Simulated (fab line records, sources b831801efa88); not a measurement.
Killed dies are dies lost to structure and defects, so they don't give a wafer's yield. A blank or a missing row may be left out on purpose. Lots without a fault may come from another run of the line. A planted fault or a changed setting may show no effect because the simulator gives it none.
Problem report in the 8D (eight disciplines) form, filled by code | flow sky130 | the parts of the form that need people (team, actions taken, sign-off) are left out

1. THE PROBLEM
POLY_GATE_CVD_00_THK at SKY_POLY_GATE_THK_MEAS_01 reads a mean of 140.1 nm on 9 wafers of 3 lots; wafers without a fault read 179.6 nm with a standard deviation of 1.8. That is -22 standard deviations from the usual mean.
First seen on wafer L614.4, day 17 06:07, on film_metro-02. The record holds 33 wafers of 11 lots with a number at this step. Rule for "out", or "out of limits": more than 4 standard deviations from the usual mean. The other wafers with a number count as sound.

2. WHAT IT IS AND WHAT IT IS NOT
question                    | is                     | is not
which readings at this step | POLY_GATE_CVD_00_THK   | -
which lots                  | L614, L615, L616       | L605, L606, L609, L610, L623, L624, L625, L627
which wafers of those lots  | all that have a number | -
read on which gauges        | film_metro-02          | film_metro-01, film_metro-03
when                        | from day 17 06:07      | up to then (12 sound wafers); but 12 sound wafers of L623, L624, L625, L627 came after

3. SUSPECTS, AND WHAT RULES EACH OUT
Counting: a tool at a process step up to the reading stays a suspect if it ran every lot that is out and no sound lot after the first of them.
- the gauge at SKY_POLY_GATE_THK_MEAS_01: ruled out. All the wafers that are out were read on film_metro-02, but those of them that SKY_POLY_GATE_CVD_00 has rows for are out there too, on other tools.
- lpcvd-01 at SKY_POLY_GATE_CVD_00 (deposits poly-Si, target thk 180 nm, time 720 s): ruled out as a lasting fault. Sound lots L623, L624, L625, L627 ran on it after its first lot that is out, L614 (day 17 04:53).
Left after counting: nothing in the record.

4. THE CAUSE (what the simulator had put in)
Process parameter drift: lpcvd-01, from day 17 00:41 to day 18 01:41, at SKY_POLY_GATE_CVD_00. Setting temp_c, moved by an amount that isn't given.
Counting ruled it out, wrongly: the rule takes a fault to strike every lot that its tool runs from its start on, and this one did not.

5. THE CHAIN OF EFFECTS, in route order
Each row: a reading whose mean over the struck wafers that have a number lies more than 3 standard deviations from the usual. Only readings for which the record gives a usual standard deviation are gone through. hours: the time from each lot's start at the first step in this table that gives one to its start at this step, as a median over the lots. sigmas: the change in usual standard deviations.
hours | step                      | reading              | usual      | on struck wafers | change | sigmas
0     | SKY_POLY_GATE_CVD_00      | spike_tc_bottom_C    | 642.0 C    | 631.2            | -10.8  | -5.4
0     | SKY_POLY_GATE_CVD_00      | spike_tc_centre_C    | 622.2 C    | 611.5            | -10.7  | -9.7
0     | SKY_POLY_GATE_CVD_00      | spike_tc_lower_C     | 619.9 C    | 608.4            | -11.5  | -11
0     | SKY_POLY_GATE_CVD_00      | spike_tc_top_C       | 634.8 C    | 624.0            | -10.8  | -7.7
0     | SKY_POLY_GATE_CVD_00      | spike_tc_upper_C     | 620.9 C    | 610.2            | -10.7  | -11
1     | SKY_POLY_GATE_THK_MEAS_01 | POLY_GATE_CVD_00_THK | 179.6 nm   | 140.1            | -39.5  | -22
65    | SKY_POLY_GATE_ETCH_17     | oes_product_au       | 0.983 a.u. | 0.832            | -0.151 | -23
The process steps in it:
- SKY_POLY_GATE_CVD_00: deposits poly-Si, target thk 180 nm, time 720 s.
- SKY_POLY_GATE_ETCH_17: etches poly-Si in HBr/Cl2, stops on SiO2, target depth 180 nm, time 70.5 s.
Later measuring or inspecting steps at which every struck wafer that the step has a row for has a number for every such reading, and none has moved that far: SKY_METAL3_OVL_MEAS_14.

6. WHAT WOULD HAVE CAUGHT IT SOONER
In this record the first reading out of limits at a measuring or inspecting step was taken at day 17 06:07, 5 hours after the fault began at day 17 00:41.
The tool's own readings at SKY_POLY_GATE_CVD_00 were out on every struck wafer that the step has a row for (spike_tc_centre_C, spike_tc_lower_C, spike_tc_top_C, spike_tc_upper_C): an alarm limit on them would have fired on the first of those.
